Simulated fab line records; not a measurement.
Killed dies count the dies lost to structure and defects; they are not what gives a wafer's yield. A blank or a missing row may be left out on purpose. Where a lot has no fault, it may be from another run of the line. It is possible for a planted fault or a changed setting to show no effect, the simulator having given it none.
A single fault, viewed from 2 desks	flow gf180mcu	every desk sees just its own numbers, and what lay behind them comes last

TOOL OWNER'S DESK, implanter-01
GF_LVPWELL_IMPLANT_08, tool's own readings: per-lot mean of the sampled wafers with a number, covering each lot this tool ran. If a lot's mean is further than 4 standard deviations from the usual mean, the lot is out of limits and carries the mark OUT (the distance appears in the brackets).
Columns: A = beam energy keV at GF_LVPWELL_IMPLANT_08, usual 170.00; B = beam on s at GF_LVPWELL_IMPLANT_08, usual 10.03 s; C = end station pressure torr at GF_LVPWELL_IMPLANT_08, usual 5.06e-06 Torr
lot	first seen here	A	B	C
L545	day 4 11:27	169.97	10.10	5.03e-06
L547	day 4 22:40	170.03	10.09	5.21e-06
L551	day 5 19:14	170.06	9.98	5.25e-06
L564	day 8 18:11	132.07 (-99 or more) OUT	9.90	5.00e-06
L566	day 9 06:07	132.01 (-99 or more) OUT	9.98	4.93e-06
This desk's finding: out of limits on L564, L566; first on L564, day 8 18:11 (beam energy keV at GF_LVPWELL_IMPLANT_08). In limits: L545, L547, L551.

FROM THE METROLOGY DESK
Lot by lot, what the gauges showed, no matter which tool ran the lot: averages of those sampled wafers that carry a number. If a lot's mean is further than 4 standard deviations from the usual mean, the lot is out of limits and carries the mark OUT (the distance appears in the brackets).
Columns: A = STI_OXIDATION_02_THK at GF_STI_THK_MEAS_30, usual 9.95 nm; B = NWELL_TW at GF_NWELL_TW_MEAS_11, usual 1580; C = LVPWELL_RS at GF_VT_IMPLANT_RS_MEAS_48, usual 1195.7 ohm/sq
lot	first seen here	A	B	C
L543	day 2 09:00	9.96	1602	1195.8
L545	day 2 20:16	9.91	1605	1190.2
L544	day 2 20:17	9.94	1576	1197.2
L546	day 3 03:09	10.08	1576	1196.9
L547	day 3 06:46	10.38	1576	1194.6
L551	day 4 00:55	10.02	1565	1195.0
L553	day 4 10:59	9.69	1563	1195.6
L554	day 4 17:53	9.85	1573	1192.5
L555	day 4 19:08	9.84	1572	1199.1
L556	day 5 01:52	9.93	1568	1196.3
L557	day 5 05:29	10.02	1570	1197.7
L564	day 6 18:08	9.96	1571	1258.5 (+21) OUT
L566	day 7 04:41	9.99	1573	1257.3 (+21) OUT
Finding of this desk: L564, L566 out of limits, first seen on L564 at day 13 10:55 (LVPWELL_RS at GF_VT_IMPLANT_RS_MEAS_48). In limits: L543, L545, L544, L546, L547, L551, L553, L554, L555, L556, L557.

TAKEN TOGETHER
The tool owner's desk had the chance to raise an alarm at day 8 18:11 on L564, L566.
Metrology desk: alarm possible at day 13 10:55 on L564, L566.
The lots listed all ran GF_LVPWELL_IMPLANT_08 on implanter-01.

WHAT HAD BEEN PUT IN BY THE SIMULATOR
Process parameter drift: implanter-01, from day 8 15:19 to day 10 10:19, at GF_LVPWELL_IMPLANT_08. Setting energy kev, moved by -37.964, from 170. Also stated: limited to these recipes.
Shown lots that were struck: L564, L566.
Counting hours from when the fault started, the first reading out of limits came at 3 for the tool owner's desk and at 116 for the metrology desk.
